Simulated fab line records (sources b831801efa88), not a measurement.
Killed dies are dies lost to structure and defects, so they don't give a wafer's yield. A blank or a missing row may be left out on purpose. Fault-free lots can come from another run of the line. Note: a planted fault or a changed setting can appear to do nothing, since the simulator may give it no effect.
Which tool was responsible? / flow sky130 / 18 wafers from 6 lots sampled at 4 of the route's 708 steps

== WHAT EACH GAUGE READ, for each wafer ==
SKY_VT_ADJUST_HVTR_TW_MEAS_11.
lot=L767; measured=day 9 16:23; on=filmMetro-03; VT_ADJUST_HVTR_TW=210.9 212.3 211.0
lot=L773; measured=day 11 14:51; on=filmMetro-04; VT_ADJUST_HVTR_TW=210.6 210.8 211.6
lot=L778; measured=day 13 06:28; on=filmMetro-02; VT_ADJUST_HVTR_TW=212.0 212.4 212.8
lot=L779; measured=day 13 12:07; on=filmMetro-02; VT_ADJUST_HVTR_TW=213.5 212.5 211.8
lot=L787; measured=day 16 01:14; on=filmMetro-04; VT_ADJUST_HVTR_TW=212.3 211.4 212.2
lot=L789; measured=day 16 12:41; on=filmMetro-02; VT_ADJUST_HVTR_TW=210.8 209.4 210.3

== EACH LOT AND THE TOOL THAT RAN IT (in order: tool; ch and the chambers of the sampled wafers; start) ==
lot=L767; SKY_VT_ADJUST_HVTP_STRIP_10=plasmaAsher-02 ch 0,1, day 6 06:36; SKY_VT_ADJUST_HVTR_IMPLANT_09=implanter-02 ch 0, day 9 16:08; SKY_VT_ADJUST_HVTR_STRIP_10=plasmaAsher-03 ch 0,1, day 9 16:17
lot=L773; SKY_VT_ADJUST_HVTP_STRIP_10=plasmaAsher-01 ch 0,1, day 7 22:59; SKY_VT_ADJUST_HVTR_IMPLANT_09=implanter-03 ch 0, day 11 14:38; SKY_VT_ADJUST_HVTR_STRIP_10=plasmaAsher-02 ch 0,1, day 11 14:46
lot=L778; SKY_VT_ADJUST_HVTP_STRIP_10=plasmaAsher-01 ch 0,1, day 9 08:19; SKY_VT_ADJUST_HVTR_IMPLANT_09=implanter-02 ch 0, day 13 06:16; SKY_VT_ADJUST_HVTR_STRIP_10=plasmaAsher-04 ch 0,1, day 13 06:22
lot=L779; SKY_VT_ADJUST_HVTP_STRIP_10=plasmaAsher-04 ch 0,1, day 9 11:39; SKY_VT_ADJUST_HVTR_IMPLANT_09=implanter-02 ch 0, day 13 11:52; SKY_VT_ADJUST_HVTR_STRIP_10=plasmaAsher-02 ch 0,1, day 13 12:01
lot=L787; SKY_VT_ADJUST_HVTP_STRIP_10=plasmaAsher-01 ch 0,1, day 11 18:59; SKY_VT_ADJUST_HVTR_IMPLANT_09=implanter-02 ch 0, day 16 00:59; SKY_VT_ADJUST_HVTR_STRIP_10=plasmaAsher-02 ch 0,1, day 16 01:08
lot=L789; SKY_VT_ADJUST_HVTP_STRIP_10=plasmaAsher-04 ch 0,1, day 12 04:48; SKY_VT_ADJUST_HVTR_IMPLANT_09=implanter-02 ch 0, day 16 12:28; SKY_VT_ADJUST_HVTR_STRIP_10=plasmaAsher-02 ch 0,1, day 16 12:35
- SKY_VT_ADJUST_HVTP_STRIP_10: strips in O2/N2.
- SKY_VT_ADJUST_HVTR_IMPLANT_09
- SKY_VT_ADJUST_HVTR_STRIP_10: strips in O2/N2.

== THE ANSWER, worked out from the rows above alone ==
Rule: the lots themselves supply what counts as usual. The widest of any qualifying gaps counts: lots, ordered by their means at a reading, are off when they make up no more than a third of the lots, leave a main group of 4 or more, and stand apart from it by 3 or more times the standard deviation of that group's means. A main group whose means are all the same, to the digits that the tables above print for the reading, isn't used. Also off: a lot with no number at a reading for which 4 or more lots have one. Any other lot the step has rows for is counted as sound.
None of the lots is off at any reading shown; this tells nothing.

== WHAT THE SIMULATOR PUT IN ==
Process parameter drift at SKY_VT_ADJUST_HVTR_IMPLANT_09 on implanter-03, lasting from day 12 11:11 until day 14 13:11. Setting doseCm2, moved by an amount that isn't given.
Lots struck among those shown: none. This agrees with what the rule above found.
